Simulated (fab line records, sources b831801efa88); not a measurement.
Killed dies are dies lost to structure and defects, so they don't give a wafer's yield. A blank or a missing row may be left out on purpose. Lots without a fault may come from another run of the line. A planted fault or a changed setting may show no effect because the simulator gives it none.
A struck lot beside a sound one | flow sfq_line | 41 steps out of a route of 325
Sound: wafers L884.1, L884.4, L884.5. Struck: wafers L888.3, L888.5, L888.6. The cause comes at the end.
At each step with rows: each side's tool, then ch and its chambers, then its first start. Under that, the readings that differ: sound wafers | struck wafers | difference of the means | sigmas: that difference in standard deviations of wafers without a fault.
alike: readings whose means differ by less than 2 such deviations, and words and numbers that are the same on both sides. not compared: withheld readings, readings that some wafer has no value for, bounds like >300 that may hide the same value, and numbers for which the record gives no deviation and whose values overlap.
The two part at a step that has a row with sigmas, a row that says differs or no value, or rows on one side only. Numbers that don't overlap but have no deviation are shown without sigmas and don't part them. A reading that every wafer of one side lacks parts them only if that side has two wafers or more.

first, 3 steps without rows for these wafers: SFQ_TRILAYER_I6_VIA_STRIP_SOLV_CLEAN_174 (cleans in NMP, time 600 s); SFQ_TRILAYER_M7_DEP_PRE_CLEAN_176 (time 22.5 s); SFQ_TRILAYER_M7_DEP_SPUTTER_175 (material Nb, target thk 200 nm, time 133.3 s).
SFQ_M7_RS_MEAS_943: measures by four-point-probe.
  sound on film_metro-02, day 83 10:38; struck on film_metro-04, day 83 19:05
  alike: M7_NB_RS
then, 6 steps without rows for these wafers: SFQ_TRILAYER_M7_LITHO_COAT_182 (resist thk 62 nm); SFQ_TRILAYER_M7_LITHO_COAT_177 (resist thk 600 nm); SFQ_TRILAYER_M7_LITHO_SOFTBAKE_181; SFQ_TRILAYER_M7_LITHO_EXPOSE_178 (exposes mask M7, target cd 500 nm); SFQ_TRILAYER_M7_LITHO_PEB_180 (peb time 60 s); SFQ_TRILAYER_M7_LITHO_DEVELOP_179 (time 60 s).
SFQ_M7_OVL_MEAS_945:
  sound on overlay-02, day 83 13:40; struck on overlay-01, day 84 01:41
  alike: M7_OVL
SFQ_TRILAYER_M7_BARC_OPEN_METAL_ETCH_229: etches BARC in O2, target depth 125 nm, time 41.7 s.
  sound on rie_metal-04 ch 0,1, day 83 13:43; struck on rie_metal-02 ch 0,1, day 84 01:44
  no value came back on the struck wafers for bias_w (W), chamber_pressure_mTorr (mTorr), drypump_motor_current_A (A), oes_product_au (a.u.); on the sound wafers bias_w (W) reads 79.93 80.22 80.30
  reading                                             | sound             | struck            | difference | sigmas
  model.KrF_of_TRILAYER_M7_LITHO_COAT_177.thk_nm (nm) | 522.2 521.8 519.6 | 573.9 575.8 574.3 | +53.5      |
  not compared: rf_hours_counter_h
SFQ_TRILAYER_M7_ETCH_METAL_ETCH_180: etches Nb in Cl2/Ar, stops on SiO2, target depth 240 nm, time 120 s.
  sound on rie_metal-04 ch 0,1, day 83 13:46; struck on rie_metal-02 ch 0,1, day 84 01:49
  reading                                             | sound             | struck            | difference | sigmas
  drypump_motor_current_A (A)                         | 5.18 5.17 5.36    | 5.75 5.73 6.00    | +0.59      | +2
  oes_product_au (a.u.)                               | 0.903 0.896 0.894 | 0.381 0.372 0.373 | -0.522     | -84
  model.KrF_of_TRILAYER_M7_LITHO_COAT_177.thk_nm (nm) | 382.2 381.5 379.9 | 433.1 435.4 433.8 | +52.9      |
  alike: bias_w, chamber_pressure_mTorr
  not compared: rf_hours_counter_h
SFQ_TRILAYER_M7_STRIP_STRIP_181: strips in O2.
  sound on rie_metal-04 ch 0,1, day 83 13:54; struck on rie_metal-02 ch 0,1, day 84 02:06
  reading                     | sound          | struck         | difference | sigmas
  drypump_motor_current_A (A) | 5.19 5.18 5.35 | 5.77 5.76 5.98 | +0.60      | +2
  alike: oes_product_au
  not compared: rf_hours_counter_h
then, 1 step without rows for these wafers: SFQ_TRILAYER_M7_STRIP_SOLV_CLEAN_182 (cleans in NMP, time 600 s).
SFQ_TRILAYER_I7_DEP_PECVD_183: deposits SiO2 from SiH4/N2O, time 111.11 s, target thk 500 nm.
  sound on pecvd-04 ch 0,2, day 83 14:40; struck on pecvd-01 ch 0,2, day 84 02:40
  alike: heater_power_w, throttle_valve_pct
then, 1 step without rows for these wafers: SFQ_TRILAYER_I7_CMP_CMP_184 (polishes SiO2).
SFQ_I7_BOW_MEAS_946:
  sound on film_metro-01, day 83 18:21; struck on film_metro-02, day 84 05:47
  alike: I7_BOW
then, 4 steps without rows for these wafers: SFQ_TRILAYER_I7_METRO_MEASURE_185; SFQ_TRILAYER_I7_VIA_LITHO_COAT_192 (resist thk 62 nm); SFQ_TRILAYER_I7_VIA_LITHO_COAT_187 (resist thk 650 nm); SFQ_TRILAYER_I7_VIA_LITHO_SOFTBAKE_191.
SFQ_TRILAYER_I7_VIA_LITHO_EXPOSE_188: exposes mask I7, target cd 1000 nm.
  sound on krf_scanner-01 ch 0, day 84 01:22; struck on krf_scanner-01, day 84 19:34
  no value came back on the struck wafers for exposure_dose_mJ_cm2, focus_offset_nm (nm), stage_vel_mm_s (mm/s); on the sound wafers exposure_dose_mJ_cm2 reads 21.257 21.314 21.284
  alike: mask
then, 2 steps without rows for these wafers: SFQ_TRILAYER_I7_VIA_LITHO_PEB_190 (peb time 60 s); SFQ_TRILAYER_I7_VIA_LITHO_DEVELOP_189 (time 60 s).
SFQ_I7_OVL_MEAS_947:
  sound on overlay-01, day 84 02:52; struck on overlay-02, day 84 20:41
  reading     | sound  | struck | difference                    | sigmas
  I7_OVL (nm) | 1 1 -1 | - - -  | no value on the struck wafers |
SFQ_TRILAYER_I7_VIA_BARC_OPEN_VIA_ETCH_260: etches BARC in O2, target depth 125 nm, time 41.7 s.
  sound on rie_diel-03 ch 1,3, day 84 02:55; struck on rie_diel-04 ch 0,1,2, day 84 20:43
  alike: bias_w, chamber_pressure_mTorr, drypump_motor_current_A, oes_product_au
  not compared: rf_hours_counter_h
SFQ_TRILAYER_I7_VIA_ETCH_VIA_ETCH_190: etches SiO2 in CHF3, stops on Nb, target depth 260 nm.
  sound on rie_diel-03 ch 1,3, day 84 02:57; struck on rie_diel-04 ch 0,1,2, day 84 20:45
  reading               | sound             | struck            | difference | sigmas
  oes_product_au (a.u.) | 0.854 0.855 0.853 | 0.368 0.368 0.379 | -0.482     | -88
  alike: bias_w, chamber_pressure_mTorr, drypump_motor_current_A
SFQ_TRILAYER_I7_VIA_STRIP_STRIP_191: strips in O2.
  sound on rie_metal-04 ch 0,1, day 84 03:04; struck on rie_metal-02 ch 1, day 84 21:16
  alike: drypump_motor_current_A, oes_product_au
  not compared: rf_hours_counter_h
then, 7 steps without rows for these wafers: SFQ_TRILAYER_I7_VIA_STRIP_SOLV_CLEAN_192 (cleans in NMP, time 600 s); SFQ_TRILAYER_M8_LITHO_LOR_COAT_197; SFQ_TRILAYER_M8_LITHO_LOR_BAKE_198; SFQ_TRILAYER_M8_LITHO_COAT_193 (resist thk 600 nm); SFQ_TRILAYER_M8_LITHO_SOFTBAKE_199; SFQ_TRILAYER_M8_LITHO_PEB_196 (peb time 60 s); SFQ_TRILAYER_M8_LITHO_DEVELOP_195 (img clear 15 s, time 55 s).
SFQ_M8_OVL_MEAS_948:
  sound on overlay-02, day 84 14:40; struck on overlay-02, day 85 11:05
  reading     | sound     | struck | difference                    | sigmas
  M8_OVL (nm) | -1 -19 -8 | - - -  | no value on the struck wafers |
then, 3 steps without rows for these wafers: SFQ_TRILAYER_M8_DEP_EVAP_197 (material Ti, target thk 20 nm, time 100 s); SFQ_TRILAYER_M8_DEP_EVAP_198 (material Pt, target thk 50 nm, time 250 s); SFQ_TRILAYER_M8_DEP_EVAP_196 (material Au, target thk 180 nm, time 900 s).
SFQ_M8_BOW_MEAS_951:
  sound on film_metro-03, day 84 15:48; struck on film_metro-03, day 85 12:25
  reading                       | sound                | struck            | difference | sigmas
  model.etest.m8.ohm_sq         | 0.1521 0.1531 0.1541 | 1e+06 1e+06 1e+06 | +1e+06     |
  model.etest.i7.link_ohm       | 1.042 1.047 1.051    | 1e+06 1e+06 1e+06 | +1e+06     |
  model.etest.m7.comb_log10_ohm | 12 12 12             | 0 0 0             | -12        |
  alike: M8_BOW

WHERE THEY PART
First at SFQ_TRILAYER_M7_BARC_OPEN_METAL_ETCH_229; last, within this record, at SFQ_M8_OVL_MEAS_948. Later steps at which nothing parts them and some readings are alike: SFQ_M8_BOW_MEAS_951.

WHY: what the simulator had put in
Skipped step whole: rie_metal-02, from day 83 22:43 on, at SFQ_TRILAYER_M7_BARC_OPEN_METAL_ETCH_229. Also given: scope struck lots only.
